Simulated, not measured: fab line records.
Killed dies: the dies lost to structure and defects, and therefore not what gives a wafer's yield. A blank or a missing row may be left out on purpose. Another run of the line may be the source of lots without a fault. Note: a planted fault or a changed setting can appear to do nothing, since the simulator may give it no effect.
fab line records :: flow gf180mcu :: part 2 of 2: steps 28 to 36 of 36
record:
  lots: 5
  wafers: 15
  lastDay: 34
route steps=602 shown M4@474 V4@476 MIM@503
lots with no fault: from the same line, run without faults
startH: start of the lot's first displayed wafer, in hours after the record's first day :: waitH: hours from the lot's prior step to this one :: " identical to the entry in the row above :: L1.1+2: one row covering several wafers at once :: - no value present, or no start provided :: * or withheld: withheld :: < > ~ a bound
route shown NAME@n: names a module that has steps shown in the file, with the first one's number in the route :: usual: mean and standard deviation over wafers with no fault :: same: alike in all rows :: chamber/n: place in a boat :: sites: the reading at each site :: _std_site: standard deviation across them :: _edge_site: outer sites' mean less inner sites' :: radiusMm: for every site, how far away it sits from the centre of the wafer :: mask NAME#n: copy n :: behind: tool/chamber where the wafer was last shaped :: hold: why the lot was held/for how many hours/how that ended :: device: whichever transistor did not switch (one of n, p or np) :: end of line: the same wafers' tests at the end of the route :: a step given without rows: its recipe and nothing more :: killed: count of dies lost to structure and defects at first sort (not the wafer's yield) :: map: the dies of a wafer, with x for killed, . for not killed, _ for no die there
set.NAME: the run value of the setting; set.NAME@STEP: its run value at that earlier step :: model.NAME: the simulator's own value behind a step, which no gauge read
lots at selected steps of the route; one table per step, one row per wafer
services: a tool's chamber out of use, with start hour (startH, from the record's first day; less than 0 if before it), hours out, and reason
== steps ==
step: GF_V4_THK_MEAS_25
recipe:
  thkMeasGauge: xrf
  reads: W_of_V4_CVD_23
usual:
  V4_W_THK: 349/8.2
lot.wafer: L075.2
tool: filmMetro-01
chamber: -
startH: 578.59
waitH: 0.1
V4_W_THK[nm]: 345

lot.wafer: L075.4
tool: filmMetro-01
chamber: -
startH: 578.59
waitH: 0.1
V4_W_THK[nm]: 345

lot.wafer: L075.5
tool: filmMetro-01
chamber: -
startH: 578.59
waitH: 0.1
V4_W_THK[nm]: 345

lot.wafer: L082.3
tool: filmMetro-02
chamber: -
startH: 606.55
waitH: 0.1
V4_W_THK[nm]: 372

lot.wafer: L082.4
tool: filmMetro-02
chamber: -
startH: 606.55
waitH: 0.1
V4_W_THK[nm]: 359

lot.wafer: L082.5
tool: filmMetro-02
chamber: -
startH: 606.55
waitH: 0.1
V4_W_THK[nm]: 360

lot.wafer: L087.2
tool: filmMetro-01
chamber: -
startH: 649.42
waitH: 0.1
V4_W_THK[nm]: 357

lot.wafer: L087.4
tool: filmMetro-01
chamber: -
startH: 649.42
waitH: 0.1
V4_W_THK[nm]: 351

lot.wafer: L087.6
tool: filmMetro-01
chamber: -
startH: 649.42
waitH: 0.1
V4_W_THK[nm]: 357

lot.wafer: L092.3
tool: filmMetro-01
chamber: -
startH: 692.90
waitH: 0.1
V4_W_THK[nm]: 339

lot.wafer: L092.5
tool: filmMetro-01
chamber: -
startH: 692.90
waitH: 0.1
V4_W_THK[nm]: 344

lot.wafer: L092.6
tool: filmMetro-01
chamber: -
startH: 692.90
waitH: 0.1
V4_W_THK[nm]: 346

lot.wafer: L097.1
tool: filmMetro-01
chamber: -
startH: 723.52
waitH: 0.1
V4_W_THK[nm]: 343

lot.wafer: L097.2
tool: filmMetro-01
chamber: -
startH: 723.52
waitH: 0.1
V4_W_THK[nm]: 351

lot.wafer: L097.5
tool: filmMetro-01
chamber: -
startH: 723.52
waitH: 0.1
V4_W_THK[nm]: 342
step: GF_V4_CMP_26
recipe:
  stopOn: SiO2
  downForcePsi: 3.5
  platenRpm: 60
  tOverpolishS: 15
  targetThkNm: 0
  padVelocityMS: 0.94248
usual:
  motorCurrentA: 11.4/1.1
  overpolishRunS: 15.001/0.009
  slurryFilterDpKPa: 13.48/0.14
  slurryFlowMlMin: 150.1/0.49
  timeToEndpointS: 84/4
lot.wafer: L075.2
tool: cmp-02
chamber: 2
startH: 578.64
waitH: 0.0
motorCurrentA: 10.9
overpolishRunS: 14.988
slurryFilterDpKPa: 13.75
slurryFlowMlMin: 149.2
timeToEndpointS: 82

lot.wafer: L075.4
tool: cmp-02
chamber: 3
startH: 578.64
waitH: 0.0
motorCurrentA: 13.4
overpolishRunS: 15.015
slurryFilterDpKPa: 13.49
slurryFlowMlMin: 150.9
timeToEndpointS: 82

lot.wafer: L075.5
tool: cmp-02
chamber: 3
startH: 578.64
waitH: 0.0
motorCurrentA: 13.1
overpolishRunS: 15.005
slurryFilterDpKPa: 13.50
slurryFlowMlMin: 151.4
timeToEndpointS: 81

lot.wafer: L082.3
tool: cmp-02
chamber: 2
startH: 606.59
waitH: 0.0
motorCurrentA: 10.9
overpolishRunS: 15.012
slurryFilterDpKPa: 13.67
slurryFlowMlMin: 150.0
timeToEndpointS: 88

lot.wafer: L082.4
tool: cmp-02
chamber: 0
startH: 606.59
waitH: 0.0
motorCurrentA: 10.6
overpolishRunS: 14.991
slurryFilterDpKPa: 13.51
slurryFlowMlMin: 150.1
timeToEndpointS: 88

lot.wafer: L082.5
tool: cmp-02
chamber: 2
startH: 606.59
waitH: 0.0
motorCurrentA: 10.5
overpolishRunS: 15.004
slurryFilterDpKPa: 13.34
slurryFlowMlMin: 150.3
timeToEndpointS: 82

lot.wafer: L087.2
tool: cmp-01
chamber: 1
startH: 649.74
waitH: 0.3
motorCurrentA: 11.9
overpolishRunS: 15.007
slurryFilterDpKPa: 13.55
slurryFlowMlMin: 149.7
timeToEndpointS: 80

lot.wafer: L087.4
tool: cmp-01
chamber: 3
startH: 649.74
waitH: 0.3
motorCurrentA: 10.1
overpolishRunS: 15.004
slurryFilterDpKPa: 13.67
slurryFlowMlMin: 150.4
timeToEndpointS: 86

lot.wafer: L087.6
tool: cmp-01
chamber: 1
startH: 649.74
waitH: 0.3
motorCurrentA: 11.9
overpolishRunS: 14.996
slurryFilterDpKPa: 13.29
slurryFlowMlMin: 150.4
timeToEndpointS: 77

lot.wafer: L092.3
tool: cmp-02
chamber: 3
startH: 692.94
waitH: 0.0
motorCurrentA: 13.2
overpolishRunS: 15.004
slurryFilterDpKPa: 13.52
slurryFlowMlMin: 149.9
timeToEndpointS: 81

lot.wafer: L092.6
tool: cmp-02
chamber: 3
startH: 692.94
waitH: 0.0
motorCurrentA: 13.4
overpolishRunS: 14.993
slurryFilterDpKPa: 13.34
slurryFlowMlMin: 150.3
timeToEndpointS: 84

lot.wafer: L092.5
tool: cmp-02
chamber: 0
startH: 692.94
waitH: 0.0
motorCurrentA: 11.4
overpolishRunS: 15.001
slurryFilterDpKPa: 13.50
slurryFlowMlMin: 150.4
timeToEndpointS: 88

lot.wafer: L097.2
tool: cmp-02
chamber: 3
startH: 723.63
waitH: 0.1
motorCurrentA: 13.0
overpolishRunS: 15.017
slurryFilterDpKPa: 13.46
slurryFlowMlMin: 150.7
timeToEndpointS: 83

lot.wafer: L097.1
tool: cmp-02
chamber: 0
startH: 723.63
waitH: 0.1
motorCurrentA: 11.6
overpolishRunS: 15.009
slurryFilterDpKPa: 13.07
slurryFlowMlMin: 150.8
timeToEndpointS: 88

lot.wafer: L097.5
tool: cmp-02
chamber: 3
startH: 723.63
waitH: 0.1
motorCurrentA: 12.8
overpolishRunS: 14.998
slurryFilterDpKPa: 13.23
slurryFlowMlMin: 150.4
timeToEndpointS: 81
step: GF_MIM_SPUTTER_00
recipe:
  material: Ti
  targetThkNm: 37.5
  arrivingIonEnergyEv: 80
  substrateTempC: 200
  chamberPressurePa: 2
  powerW: 4000
  timeS: 150
usual:
  throttleValvePct: 30.9/1.1
lot.wafer: L075.2
tool: pvdSputter-04
chamber: -
startH: 578.94
waitH: 0.2
throttleValvePct: 30.6

lot.wafer: L075.4
tool: pvdSputter-04
chamber: -
startH: 578.94
waitH: 0.2
throttleValvePct: 32.4

lot.wafer: L075.5
tool: pvdSputter-04
chamber: -
startH: 578.94
waitH: 0.2
throttleValvePct: 30.6

lot.wafer: L082.3
tool: pvdSputter-03
chamber: -
startH: 606.89
waitH: 0.2
throttleValvePct: 31.4

lot.wafer: L082.4
tool: pvdSputter-03
chamber: -
startH: 606.89
waitH: 0.2
throttleValvePct: 30.6

lot.wafer: L082.5
tool: pvdSputter-03
chamber: -
startH: 606.89
waitH: 0.2
throttleValvePct: 28.6

lot.wafer: L087.2
tool: pvdSputter-01
chamber: -
startH: 649.99
waitH: 0.2
throttleValvePct: 31.6

lot.wafer: L087.4
tool: pvdSputter-01
chamber: -
startH: 649.99
waitH: 0.2
throttleValvePct: 31.6

lot.wafer: L087.6
tool: pvdSputter-01
chamber: -
startH: 649.99
waitH: 0.2
throttleValvePct: 31.5

lot.wafer: L092.3
tool: pvdSputter-03
chamber: -
startH: 693.24
waitH: 0.2
throttleValvePct: 32.1

lot.wafer: L092.5
tool: pvdSputter-03
chamber: -
startH: 693.24
waitH: 0.2
throttleValvePct: 30.8

lot.wafer: L092.6
tool: pvdSputter-03
chamber: -
startH: 693.24
waitH: 0.2
throttleValvePct: 32.5

lot.wafer: L097.1
tool: pvdSputter-04
chamber: -
startH: 723.88
waitH: 0.1
throttleValvePct: 30.9

lot.wafer: L097.2
tool: pvdSputter-04
chamber: -
startH: 723.88
waitH: 0.1
throttleValvePct: 32.3

lot.wafer: L097.5
tool: pvdSputter-04
chamber: -
startH: 723.88
waitH: 0.1
throttleValvePct: 29.0
step: GF_MIM_SPUTTER_01
recipe:
  material: TiN
  targetThkNm: 30
  powerW: 6500
  timeS: 25
  chamberPressurePa: 0.4
usual:
  throttleValvePct: 30.9/1.1
lot.wafer: L075.2
tool: pvdSputter-04
chamber: -
startH: 579.04
waitH: 0.1
throttleValvePct: 30.5

lot.wafer: L075.4
tool: pvdSputter-04
chamber: -
startH: 579.04
waitH: 0.1
throttleValvePct: 32.3

lot.wafer: L075.5
tool: pvdSputter-04
chamber: -
startH: 579.04
waitH: 0.1
throttleValvePct: 30.4

lot.wafer: L082.3
tool: pvdSputter-03
chamber: -
startH: 606.99
waitH: 0.1
throttleValvePct: 31.2

lot.wafer: L082.4
tool: pvdSputter-03
chamber: -
startH: 606.99
waitH: 0.1
throttleValvePct: 31.0

lot.wafer: L082.5
tool: pvdSputter-03
chamber: -
startH: 606.99
waitH: 0.1
throttleValvePct: 28.7

lot.wafer: L087.2
tool: pvdSputter-01
chamber: -
startH: 650.09
waitH: 0.1
throttleValvePct: 31.9

lot.wafer: L087.4
tool: pvdSputter-01
chamber: -
startH: 650.09
waitH: 0.1
throttleValvePct: 31.6

lot.wafer: L087.6
tool: pvdSputter-01
chamber: -
startH: 650.09
waitH: 0.1
throttleValvePct: 31.5

lot.wafer: L092.3
tool: pvdSputter-03
chamber: -
startH: 693.34
waitH: 0.1
throttleValvePct: 32.5

lot.wafer: L092.5
tool: pvdSputter-03
chamber: -
startH: 693.34
waitH: 0.1
throttleValvePct: 30.9

lot.wafer: L092.6
tool: pvdSputter-03
chamber: -
startH: 693.34
waitH: 0.1
throttleValvePct: 32.3

lot.wafer: L097.1
tool: pvdSputter-04
chamber: -
startH: 723.98
waitH: 0.1
throttleValvePct: 31.1

lot.wafer: L097.2
tool: pvdSputter-04
chamber: -
startH: 723.98
waitH: 0.1
throttleValvePct: 32.3

lot.wafer: L097.5
tool: pvdSputter-04
chamber: -
startH: 723.98
waitH: 0.1
throttleValvePct: 28.7
step: GF_MIM_SPUTTER_02
recipe:
  material: AlCu
  targetThkNm: 450
  powerW: 10600
  timeS: 23.9
  chamberPressurePa: 0.4
usual:
  throttleValvePct: 30.9/1.1
lot.wafer: L075.2
tool: pvdSputter-04
chamber: -
startH: 579.07
waitH: 0.0
throttleValvePct: 30.7

lot.wafer: L075.4
tool: pvdSputter-04
chamber: -
startH: 579.07
waitH: 0.0
throttleValvePct: 32.5

lot.wafer: L075.5
tool: pvdSputter-04
chamber: -
startH: 579.07
waitH: 0.0
throttleValvePct: 30.4

lot.wafer: L082.3
tool: pvdSputter-03
chamber: -
startH: 607.02
waitH: 0.0
throttleValvePct: 31.3

lot.wafer: L082.4
tool: pvdSputter-03
chamber: -
startH: 607.02
waitH: 0.0
throttleValvePct: 30.9

lot.wafer: L082.5
tool: pvdSputter-03
chamber: -
startH: 607.02
waitH: 0.0
throttleValvePct: 28.4

lot.wafer: L087.2
tool: pvdSputter-01
chamber: -
startH: 650.12
waitH: 0.0
throttleValvePct: 31.6

lot.wafer: L087.4
tool: pvdSputter-01
chamber: -
startH: 650.12
waitH: 0.0
throttleValvePct: 31.3

lot.wafer: L087.6
tool: pvdSputter-01
chamber: -
startH: 650.12
waitH: 0.0
throttleValvePct: 31.6

lot.wafer: L092.3
tool: pvdSputter-03
chamber: -
startH: 693.37
waitH: 0.0
throttleValvePct: 32.2

lot.wafer: L092.5
tool: pvdSputter-03
chamber: -
startH: 693.37
waitH: 0.0
throttleValvePct: 30.7

lot.wafer: L092.6
tool: pvdSputter-03
chamber: -
startH: 693.37
waitH: 0.0
throttleValvePct: 32.4

lot.wafer: L097.1
tool: pvdSputter-04
chamber: -
startH: 724.01
waitH: 0.0
throttleValvePct: 31.1

lot.wafer: L097.2
tool: pvdSputter-04
chamber: -
startH: 724.01
waitH: 0.0
throttleValvePct: 32.3

lot.wafer: L097.5
tool: pvdSputter-04
chamber: -
startH: 724.01
waitH: 0.0
throttleValvePct: 28.9
step: GF_MIM_SPUTTER_03
recipe:
  material: Ti
  targetThkNm: 10
  substrateTempC: 300
  chamberPressurePa: 0.3
  powerW: 3000
  timeS: 6.7
usual:
  throttleValvePct: 30.9/1.1
lot.wafer: L075.2
tool: pvdSputter-04
chamber: -
startH: 579.10
waitH: 0.0
throttleValvePct: 30.4

lot.wafer: L075.4
tool: pvdSputter-04
chamber: -
startH: 579.10
waitH: 0.0
throttleValvePct: 32.5

lot.wafer: L075.5
tool: pvdSputter-04
chamber: -
startH: 579.10
waitH: 0.0
throttleValvePct: 30.5

lot.wafer: L082.3
tool: pvdSputter-03
chamber: -
startH: 607.05
waitH: 0.0
throttleValvePct: 31.4

lot.wafer: L082.4
tool: pvdSputter-03
chamber: -
startH: 607.05
waitH: 0.0
throttleValvePct: 30.5

lot.wafer: L082.5
tool: pvdSputter-03
chamber: -
startH: 607.05
waitH: 0.0
throttleValvePct: 28.9

lot.wafer: L087.2
tool: pvdSputter-01
chamber: -
startH: 650.15
waitH: 0.0
throttleValvePct: 31.6

lot.wafer: L087.4
tool: pvdSputter-01
chamber: -
startH: 650.15
waitH: 0.0
throttleValvePct: 31.8

lot.wafer: L087.6
tool: pvdSputter-01
chamber: -
startH: 650.15
waitH: 0.0
throttleValvePct: 31.6

lot.wafer: L092.3
tool: pvdSputter-03
chamber: -
startH: 693.40
waitH: 0.0
throttleValvePct: 32.1

lot.wafer: L092.5
tool: pvdSputter-03
chamber: -
startH: 693.40
waitH: 0.0
throttleValvePct: 30.9

lot.wafer: L092.6
tool: pvdSputter-03
chamber: -
startH: 693.40
waitH: 0.0
throttleValvePct: 32.2

lot.wafer: L097.1
tool: pvdSputter-04
chamber: -
startH: 724.04
waitH: 0.0
throttleValvePct: 30.8

lot.wafer: L097.2
tool: pvdSputter-04
chamber: -
startH: 724.04
waitH: 0.0
throttleValvePct: 32.2

lot.wafer: L097.5
tool: pvdSputter-04
chamber: -
startH: 724.04
waitH: 0.0
throttleValvePct: 28.8
step: GF_MIM_SPUTTER_04
recipe:
  material: TiN
  targetThkNm: 50
  powerW: 6500
  timeS: 41.7
  chamberPressurePa: 0.4
usual:
  throttleValvePct: 30.9/1.1
lot.wafer: L075.2
tool: pvdSputter-04
chamber: -
startH: 579.12
waitH: 0.0
throttleValvePct: 30.5

lot.wafer: L075.4
tool: pvdSputter-04
chamber: -
startH: 579.12
waitH: 0.0
throttleValvePct: 32.3

lot.wafer: L075.5
tool: pvdSputter-04
chamber: -
startH: 579.12
waitH: 0.0
throttleValvePct: 30.4

lot.wafer: L082.3
tool: pvdSputter-03
chamber: -
startH: 607.07
waitH: 0.0
throttleValvePct: 31.2

lot.wafer: L082.4
tool: pvdSputter-03
chamber: -
startH: 607.07
waitH: 0.0
throttleValvePct: 30.8

lot.wafer: L082.5
tool: pvdSputter-03
chamber: -
startH: 607.07
waitH: 0.0
throttleValvePct: 28.5

lot.wafer: L087.2
tool: pvdSputter-01
chamber: -
startH: 650.17
waitH: 0.0
throttleValvePct: 31.6

lot.wafer: L087.4
tool: pvdSputter-01
chamber: -
startH: 650.17
waitH: 0.0
throttleValvePct: 31.7

lot.wafer: L087.6
tool: pvdSputter-01
chamber: -
startH: 650.17
waitH: 0.0
throttleValvePct: 31.6

lot.wafer: L092.3
tool: pvdSputter-03
chamber: -
startH: 693.42
waitH: 0.0
throttleValvePct: 32.1

lot.wafer: L092.5
tool: pvdSputter-03
chamber: -
startH: 693.42
waitH: 0.0
throttleValvePct: 30.5

lot.wafer: L092.6
tool: pvdSputter-03
chamber: -
startH: 693.42
waitH: 0.0
throttleValvePct: 32.2

lot.wafer: L097.1
tool: pvdSputter-04
chamber: -
startH: 724.06
waitH: 0.0
throttleValvePct: 30.8

lot.wafer: L097.2
tool: pvdSputter-04
chamber: -
startH: 724.06
waitH: 0.0
throttleValvePct: 32.3

lot.wafer: L097.5
tool: pvdSputter-04
chamber: -
startH: 724.06
waitH: 0.0
throttleValvePct: 28.6
step: GF_MIM_CVD_05
recipe:
  material: Si3N4
  targetThkNm: 42
  tempMaxC: 400
  tempC: 385
  timeS: 29.086
  rfW: 450
usual:
  heaterPowerW: 632/120
  rfFwdPowerW: 444.1/2.5
lot.wafer: L075.2
tool: pecvd-01
chamber: 1
startH: 579.16
waitH: 0.0
heaterPowerW: 669
rfFwdPowerW: 440.4

lot.wafer: L075.4
tool: pecvd-01
chamber: 2
startH: 579.16
waitH: 0.0
heaterPowerW: 748
rfFwdPowerW: 445.3

lot.wafer: L075.5
tool: pecvd-01
chamber: 1
startH: 579.16
waitH: 0.0
heaterPowerW: 650
rfFwdPowerW: 441.9

lot.wafer: L082.3
tool: pecvd-01
chamber: 1
startH: 607.11
waitH: 0.0
heaterPowerW: 733
rfFwdPowerW: 441.7

lot.wafer: L082.4
tool: pecvd-01
chamber: 1
startH: 607.11
waitH: 0.0
heaterPowerW: 730
rfFwdPowerW: 441.4

lot.wafer: L082.5
tool: pecvd-01
chamber: 2
startH: 607.11
waitH: 0.0
heaterPowerW: 619
rfFwdPowerW: 448.1

lot.wafer: L087.2
tool: pecvd-03
chamber: 2
startH: 650.21
waitH: 0.0
heaterPowerW: 879
rfFwdPowerW: 442.0

lot.wafer: L087.4
tool: pecvd-03
chamber: 0
startH: 650.21
waitH: 0.0
heaterPowerW: 593
rfFwdPowerW: 444.4

lot.wafer: L087.6
tool: pecvd-03
chamber: 0
startH: 650.21
waitH: 0.0
heaterPowerW: 579
rfFwdPowerW: 446.5

lot.wafer: L092.3
tool: pecvd-03
chamber: 1
startH: 693.46
waitH: 0.0
heaterPowerW: 476
rfFwdPowerW: 446.1

lot.wafer: L092.5
tool: pecvd-03
chamber: 1
startH: 693.46
waitH: 0.0
heaterPowerW: 477
rfFwdPowerW: 446.8

lot.wafer: L092.6
tool: pecvd-03
chamber: 0
startH: 693.46
waitH: 0.0
heaterPowerW: 551
rfFwdPowerW: 444.9

lot.wafer: L097.1
tool: pecvd-03
chamber: 2
startH: 724.10
waitH: 0.0
heaterPowerW: 782
rfFwdPowerW: 444.5

lot.wafer: L097.2
tool: pecvd-03
chamber: 1
startH: 724.10
waitH: 0.0
heaterPowerW: 467
rfFwdPowerW: 446.1

lot.wafer: L097.5
tool: pecvd-03
chamber: 2
startH: 724.10
waitH: 0.0
heaterPowerW: 770
rfFwdPowerW: 446.3
step: GF_MIM_THK_MEAS_06
recipe:
  reads: Si3N4_of_MIM_CVD_05
usual:
  MIM_CVD_05_THK: 42.0/0.68
lot.wafer: L075.2
tool: filmMetro-03
chamber: -
startH: 579.20
waitH: 0.0
MIM_CVD_05_THK[nm]: 41.9

lot.wafer: L075.4
tool: filmMetro-03
chamber: -
startH: 579.20
waitH: 0.0
MIM_CVD_05_THK[nm]: 42.4

lot.wafer: L075.5
tool: filmMetro-03
chamber: -
startH: 579.20
waitH: 0.0
MIM_CVD_05_THK[nm]: 42.6

lot.wafer: L082.3
tool: filmMetro-03
chamber: -
startH: 607.16
waitH: 0.0
MIM_CVD_05_THK[nm]: 41.7

lot.wafer: L082.4
tool: filmMetro-03
chamber: -
startH: 607.16
waitH: 0.0
MIM_CVD_05_THK[nm]: 42.3

lot.wafer: L082.5
tool: filmMetro-03
chamber: -
startH: 607.16
waitH: 0.0
MIM_CVD_05_THK[nm]: 42.4

lot.wafer: L087.2
tool: filmMetro-03
chamber: -
startH: 650.32
waitH: 0.1
MIM_CVD_05_THK[nm]: 41.4

lot.wafer: L087.4
tool: filmMetro-03
chamber: -
startH: 650.32
waitH: 0.1
MIM_CVD_05_THK[nm]: 41.0

lot.wafer: L087.6
tool: filmMetro-03
chamber: -
startH: 650.32
waitH: 0.1
MIM_CVD_05_THK[nm]: 41.1

lot.wafer: L092.3
tool: filmMetro-03
chamber: -
startH: 693.51
waitH: 0.0
MIM_CVD_05_THK[nm]: 41.2

lot.wafer: L092.5
tool: filmMetro-03
chamber: -
startH: 693.51
waitH: 0.0
MIM_CVD_05_THK[nm]: 42.3

lot.wafer: L092.6
tool: filmMetro-03
chamber: -
startH: 693.51
waitH: 0.0
MIM_CVD_05_THK[nm]: 41.2

lot.wafer: L097.1
tool: filmMetro-03
chamber: -
startH: 724.14
waitH: 0.0
MIM_CVD_05_THK[nm]: 41.3

lot.wafer: L097.2
tool: filmMetro-03
chamber: -
startH: 724.14
waitH: 0.0
MIM_CVD_05_THK[nm]: 40.8

lot.wafer: L097.5
tool: filmMetro-03
chamber: -
startH: 724.14
waitH: 0.0
MIM_CVD_05_THK[nm]: 42.0
== services ==
tool: krfScanner-02
chamber: -
startH: 533.50
hours: 4.0
kind: pm

tool: pvdSputter-04
chamber: -
startH: 537.10
hours: 0.6
kind: repair

tool: pvdSputter-01
chamber: -
startH: 553.46
hours: 6.0
kind: repair

tool: cmp-02
chamber: -
startH: 558.71
hours: 1.0
kind: repair

tool: pvdSputter-04
chamber: -
startH: 562.26
hours: 9.9
kind: repair

tool: wetBench-03
chamber: -
startH: 565.14
hours: 1.8
kind: repair

tool: cmp-01
chamber: -
startH: 569.02
hours: 8.9
kind: repair

tool: cmp-01
chamber: -
startH: 577.90
hours: 4.0
kind: pm

tool: krfScanner-02
chamber: -
startH: 584.97
hours: 1.9
kind: repair

tool: rieDiel-03
chamber: -
startH: 587.30
hours: 1.1
kind: repair

tool: krfScanner-02
chamber: -
startH: 626.54
hours: 0.8
kind: pm

tool: pvdSputter-04
chamber: -
startH: 636.29
hours: 0.5
kind: repair

tool: krfScanner-02
chamber: -
startH: 639.78
hours: 1.3
kind: pm

tool: cmp-02
chamber: -
startH: 640.18
hours: 41.1
kind: repair

tool: krfScanner-02
chamber: -
startH: 643.71
hours: 1.0
kind: pm

tool: cmp-02
chamber: -
startH: 649.37
hours: 23.9
kind: repair

tool: rieDiel-03
chamber: -
startH: 651.52
hours: 2.8
kind: pm

tool: cmp-02
chamber: -
startH: 659.63
hours: 2.8
kind: repair

tool: rieDiel-03
chamber: 1
startH: 665.86
hours: 4.1
kind: repair

tool: cmp-02
chamber: -
startH: 681.24
hours: 5.6
kind: pm

tool: cmp-01
chamber: -
startH: 686.87
hours: 4.7
kind: pm

tool: rieDiel-04
chamber: 0
startH: 688.63
hours: 3.7
kind: repair

tool: rieDiel-03
chamber: 3
startH: 691.79
hours: 5.9
kind: repair

tool: pvdSputter-04
chamber: -
startH: 719.95
hours: 3.8
kind: repair
